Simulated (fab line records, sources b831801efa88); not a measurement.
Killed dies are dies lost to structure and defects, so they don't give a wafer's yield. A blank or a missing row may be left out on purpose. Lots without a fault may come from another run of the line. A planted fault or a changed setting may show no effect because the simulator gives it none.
A struck lot beside a sound one | flow sky130 | 17 steps out of a route of 708
Sound: wafers L672.2, L672.4, L672.6. Struck: wafers L681.3, L681.5, L681.6. The cause comes at the end.
At each step with rows: each side's tool, then ch and its chambers, then its first start. Under that, the readings that differ: sound wafers | struck wafers | difference of the means | sigmas: that difference in standard deviations of wafers without a fault.
alike: readings whose means differ by less than 2 such deviations, and words and numbers that are the same on both sides. not compared: withheld readings, readings that some wafer has no value for, bounds like >300 that may hide the same value, and numbers for which the record gives no deviation and whose values overlap.
The two part at a step that has a row with sigmas, a row that says differs or no value, or rows on one side only. Numbers that don't overlap but have no deviation are shown without sigmas and don't part them. A reading that every wafer of one side lacks parts them only if that side has two wafers or more.

first, 2 steps without rows for these wafers: SKY_NWELL_IMPLANT_12; SKY_NWELL_IMPLANT_13.
SKY_NWELL_STRIP_14: strips in O2/N2.
  sound on plasma_asher-03 ch 0,1, day 4 17:10; struck on plasma_asher-03 ch 0,1, day 6 18:22
  alike: drypump_motor_current_A, oes_product_au, strip_time_to_endpoint_s
  not compared: rf_hours_counter_h
SKY_NWELL_TW_MEAS_15:
  sound on film_metro-04, day 4 17:16; struck on film_metro-04, day 6 18:27
  alike: NWELL_TW
then, 7 steps without rows for these wafers: SKY_NWELL_DEHYDRATE_16 (time 60 s); SKY_NWELL_HMDS_17 (prime time 60 s); SKY_NWELL_COAT_18 (resist thk 3000 nm); SKY_NWELL_SOFTBAKE_19; SKY_NWELL_EXPOSE_20 (exposes mask NWM COMPLEMENT, target cd 840 nm); SKY_NWELL_PEB_21; SKY_NWELL_DEVELOP_22 (develop time 60 s).
SKY_NWELL_OVL_MEAS_23:
  sound on overlay-02, day 5 10:31; struck on overlay-01, day 7 12:34
  alike: NWELL_01_OVL
SKY_NWELL_IMPLANT_24:
  sound on implanter-02 ch 0, day 5 10:34; struck on implanter-03 ch 0, day 7 12:38
  reading            | sound                         | struck                        | difference | sigmas
  dose_ions_cm2      | 9.186e+12 9.181e+12 9.188e+12 | 9.987e+12 9.981e+12 9.986e+12 | +7.997e+11 | +73
  faraday_current_uA | 50.9 52.1 52.4                | 57.0 56.1 55.9                | +4.5       | +4
  alike: beam_on_s, end_station_pressure_torr
SKY_NWELL_STRIP_25: strips in O2/N2.
  sound on plasma_asher-02 ch 0,1, day 5 10:41; struck on plasma_asher-02 ch 0,1, day 7 12:46
  alike: drypump_motor_current_A, oes_product_au, strip_time_to_endpoint_s
  not compared: rf_hours_counter_h
SKY_NWELL_TW_MEAS_26:
  sound on film_metro-04, day 5 10:48; struck on film_metro-02, day 7 12:52
  reading    | sound             | struck            | difference | sigmas
  NWELL_2_TW | 497.5 497.1 499.6 | 511.0 508.8 505.6 | +10.4      | +4
then, 1 step without rows for these wafers: SKY_NWELL_CLEAN_27 (cleans in SC1/SC2, time 150 s).
-- the record jumps here: 40 days lie between the struck wafers' starts before and after (it left off in module NWELL and takes up again in module PAD_OPEN, whose first step shown is number 708 of the route) --
SKY_PAD_OPEN_PROBE_99:
  sound on prober-02, day 45 17:15; struck on prober-02, day 47 22:02
  reading                                    | sound                         | struck                        | difference | sigmas
  killed_short                               | 33 37 31                      | 49 37 59                      | +15        | +2
  model.etest.pfet_16v.r_on_ohm_um           | 1.535e+04 1.538e+04 1.527e+04 | 1.456e+04 1.457e+04 1.459e+04 | -7.600e+02 |
  model.etest.res_pwell_under_gate.rs_ohm_sq | 2284 2276 2266                | 2159 2159 2156                | -117       |
  model.etest.pfet_16v.drive_ua_um           | 242 236.5 240.2               | 252.1 251.2 250.4             | +11.7      |
  model.etest.field_n.vt_v (V)               | 35.54 35.45 35.63             | 37.13 37.42 37.86             | +1.93      |
  alike: killed_at_M0_to_M3, killed_at_M4_up, killed_at_contacts, killed_at_front_end, killed_at_other, killed_dies, killed_open

WHERE THEY PART
First at SKY_NWELL_IMPLANT_24; last, within this record, at SKY_PAD_OPEN_PROBE_99.

WHY: what the simulator had put in
Process parameter drift: implanter-03, from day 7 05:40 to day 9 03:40, at SKY_NWELL_IMPLANT_24. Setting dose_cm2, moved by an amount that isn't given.
